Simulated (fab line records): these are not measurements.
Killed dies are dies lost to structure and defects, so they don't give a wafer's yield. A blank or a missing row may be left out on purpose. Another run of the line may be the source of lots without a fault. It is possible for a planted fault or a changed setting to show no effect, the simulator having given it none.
Check of tool commonality ; flow gf180mcu ; 12 lots and 36 wafers in the sample

THE REASON FOR OPENING IT
1 of 12 lots carry a flag on the reading HV_LDD_TW at GF_HV_LDD_TW_MEAS_11. Fault-free wafers read 2398, with a standard deviation of 14.
Rule: a lot is flagged when every wafer of it that has a number lies more than 4 standard deviations from that mean, or none has a number. As for the other lots, they are considered sound.

lot;measured;on;HV_LDD_TW, wafer by wafer;flag
L831;day 10 00:22;film-metro-01;2380 2370 2364;
L832;day 10 12:04;film-metro-04;2428 2406 2418;
L836;day 11 16:06;film-metro-02;2395 2389 2389;
L838;day 12 06:31;film-metro-04;2399 2392 2397;
L840;day 12 16:54;film-metro-01;30 30 30;FLAGGED
L841;day 13 05:11;film-metro-02;2393 2395 2397;
L847;day 15 05:26;film-metro-04;2411 2427 2411;
L848;day 15 10:49;film-metro-02;2397 2395 2388;
L849;day 15 19:22;film-metro-04;2426 2418 2411;
L851;day 16 04:52;film-metro-01;2376 2391 2372;
L852;day 16 12:21;film-metro-01;2392 2382 2380;
L854;day 17 05:01;film-metro-04;2414 2424 2411;
On average the flagged lots read 30, which is -2368 against the usual, or -99 or more standard deviations.

WHICH TOOL EACH LOT WENT THROUGH
The record keeps 1 process step preceding the reading, out of 602 steps on the route. Read each cell as the tool, then ch plus the chambers that the sampled wafers visited, then the start.
lot;flag;GF_HV_LDD_EXPOSE_04
L831;;iline-stepper-02 ch 0, day 9 15:07
L832;;iline-stepper-02 ch 0, day 10 03:10
L836;;iline-stepper-01 ch 0, day 11 06:32
L838;;iline-stepper-01 ch 0, day 11 21:00
L840;FLAGGED;iline-stepper-01 ch 0, day 12 07:08
L841;;iline-stepper-01 ch 0, day 12 19:06
L847;;iline-stepper-02 ch 0, day 14 18:14
L848;;iline-stepper-01 ch 0, day 14 23:38
L849;;iline-stepper-02 ch 0, day 15 08:27
L851;;iline-stepper-02 ch 0, day 15 17:49
L852;;iline-stepper-01 ch 0, day 16 01:29
L854;;iline-stepper-01 ch 0, day 16 17:29
What these steps do:
- GF_HV_LDD_EXPOSE_04: exposes mask Nplus LV AREA, target cd 400 nm.
- GF_HV_LDD_TW_MEAS_11

FLAGGED AGAINST TOTAL, ONE TOOL AT A TIME (gauges that did the reading follow at the end)
step;tool;lots run;flagged;share of the flagged lots;sound lots run after its first flagged lot
GF_HV_LDD_EXPOSE_04;iline-stepper-01;7;1;all;4 (L841,L848,L852,L854)
GF_HV_LDD_EXPOSE_04;iline-stepper-02;5;0;none;-
GF_HV_LDD_TW_MEAS_11;film-metro-01;4;1;all;2 (L851,L852)
GF_HV_LDD_TW_MEAS_11;film-metro-02;3;0;none;-
GF_HV_LDD_TW_MEAS_11;film-metro-04;5;0;none;-

THE TABLE: WHAT IT ALLOWS
Rows of the table that ran all the flagged lots, 2 in number: iline-stepper-01 at GF_HV_LDD_EXPOSE_04; film-metro-01 at GF_HV_LDD_TW_MEAS_11.
- iline-stepper-01 at GF_HV_LDD_EXPOSE_04 ran 7 lots, 1 of them flagged. Sound lots followed the first flagged one (L841, L848, L852, L854) on it, something a lasting fault affecting the whole tool could not allow.
- film-metro-01 at GF_HV_LDD_TW_MEAS_11 ran 4 lots, 1 of them flagged. Sound lots followed the first flagged one (L851, L852) on it, something a lasting fault affecting the whole tool could not allow.
No row of the table ran every flagged lot and no sound lot after the first.

WHAT HAD BEEN PUT IN BY THE SIMULATOR
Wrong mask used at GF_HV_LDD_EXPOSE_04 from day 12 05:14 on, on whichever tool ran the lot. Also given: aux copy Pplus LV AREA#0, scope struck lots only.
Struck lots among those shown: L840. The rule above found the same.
